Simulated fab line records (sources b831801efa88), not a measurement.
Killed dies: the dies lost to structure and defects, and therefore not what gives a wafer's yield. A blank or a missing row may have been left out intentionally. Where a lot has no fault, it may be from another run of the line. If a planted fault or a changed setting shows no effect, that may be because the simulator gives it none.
Comparing a struck lot with a sound one	flow gf180mcu	15 steps out of a route of 602
Sound: wafers L853.3, L853.4, L853.5. Wafers L864.1, L864.4, L864.6 were the ones struck. At the end, the cause is stated.
Order at every step that has rows: each side's tool, ch and its chambers, its first start. Under that, the readings that differ: sound wafers	struck wafers	difference of the means	sigmas: that difference in standard deviations of wafers without a fault.
alike: same words and numbers on both sides, and readings whose means sit less than 2 such deviations apart. not compared: any withheld reading, any reading some wafer has no value for, any bound like >300 that may hide the same value, and any number with overlapping values for which the record gives no deviation.
Wherever a step has rows on one side only, a row that says differs or no value, or a row with sigmas, the two part there. When numbers do not overlap yet have no deviation, they are printed without sigmas and do not part them. A reading that every wafer of one side lacks parts them only if that side has two wafers or more.

GF_CONTACT_ETCH_16: etches BARC in N2/H2.
  sound on rie-diel-03 ch 0,3, day 18 04:54; struck on rie-diel-03 ch 0,2,3, day 22 07:06
  alike: drypump-motor-current-A, n2-flow-sccm, oes-product-au, throttle-valve-pct
then, 5 steps without rows for these wafers: GF_CONTACT_ETCH_17 (etches SiO2 in C4F8/O2/Ar, stops on CoSi2, target depth 860 nm); GF_CONTACT_STRIP_18 (strips in O2/N2); GF_CONTACT_CLEAN_19 (cleans in SPM); GF_CONTACT_CLEAN_20 (cleans in DIW); GF_CONTACT_CLEAN_21 (cleans in dHF, time 20 s).
GF_CONTACT_SPUTTER_22: material Ti, target thk 15 nm, time 80.02 s.
  sound: pvd-sputter-02 at day 18 05:23; struck: pvd-sputter-02 at day 22 07:34
  alike: cathode-dc-power-W, chamber-pressure-pa, throttle-valve-pct
then, 1 step without rows for these wafers: GF_CONTACT_SPUTTER_23 (material TiN, target thk 10 nm, time 40 s).
GF_CONTACT_CVD_24: deposits W, target thk 300 nm, time 90.339 s.
  sound on cvd-w-01 ch 0,1, day 18 05:31; struck on cvd-w-01 ch 0,1, day 22 07:40
  alike: heater-power-w
GF_CONTACT_RS_MEAS_25: a four-point-probe measurement.
  sound: film-metro-03 at day 18 05:37; struck: film-metro-01 at day 22 07:47
  alike: CONTACT_W_RS
GF_CONTACT_THK_MEAS_26: measures by xrf.
  sound: film-metro-03 at day 18 05:43; struck: film-metro-01 at day 22 07:55
  alike: CONTACT_W_THK
GF_CONTACT_CMP_27: polishes, stops on SiO2, t overpolish 15 s, target thk 0 nm.
  sound on cmp-01 ch 0,1, day 18 05:46; struck on cmp-01 ch 0,2, day 22 07:58
  alike: motor-current-A, overpolish-run-s, time-to-endpoint-s
GF_M1_SPUTTER_00: material Ti, target thk 37.5 nm, time 150 s.
  sound: pvd-sputter-03 at day 18 06:04; struck: pvd-sputter-03 at day 22 08:16
reading	sound	struck	difference	sigmas
cathode-dc-power-W (W)	4000.6 3998.9 3999.1	3616.6 3617.5 3616.8	-382.6	-99 or more
model.Ti_of_M1_SPUTTER_00.thk-nm (nm)	38.24 38.09 37.99	33.96 33.96 34.04	-4.12	
  alike: chamber-pressure-pa, throttle-valve-pct
GF_M1_SPUTTER_01: material TiN, target thk 30 nm, time 25 s.
  sound: pvd-sputter-03 at day 18 06:10; struck: pvd-sputter-03 at day 22 08:22
  alike: cathode-dc-power-W, chamber-pressure-pa, throttle-valve-pct
after that, 1 step had no rows for these wafers: GF_PASSIVATION_PROBE_99.

== WHERE THEY PART ==
Only at GF_M1_SPUTTER_00, within this record. Later steps at which nothing parts them and some readings are alike: GF_M1_SPUTTER_01.

WHY: the cause the simulator had injected
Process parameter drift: pvd-sputter-03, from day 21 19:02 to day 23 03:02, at GF_M1_SPUTTER_00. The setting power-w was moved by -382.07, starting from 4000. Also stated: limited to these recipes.
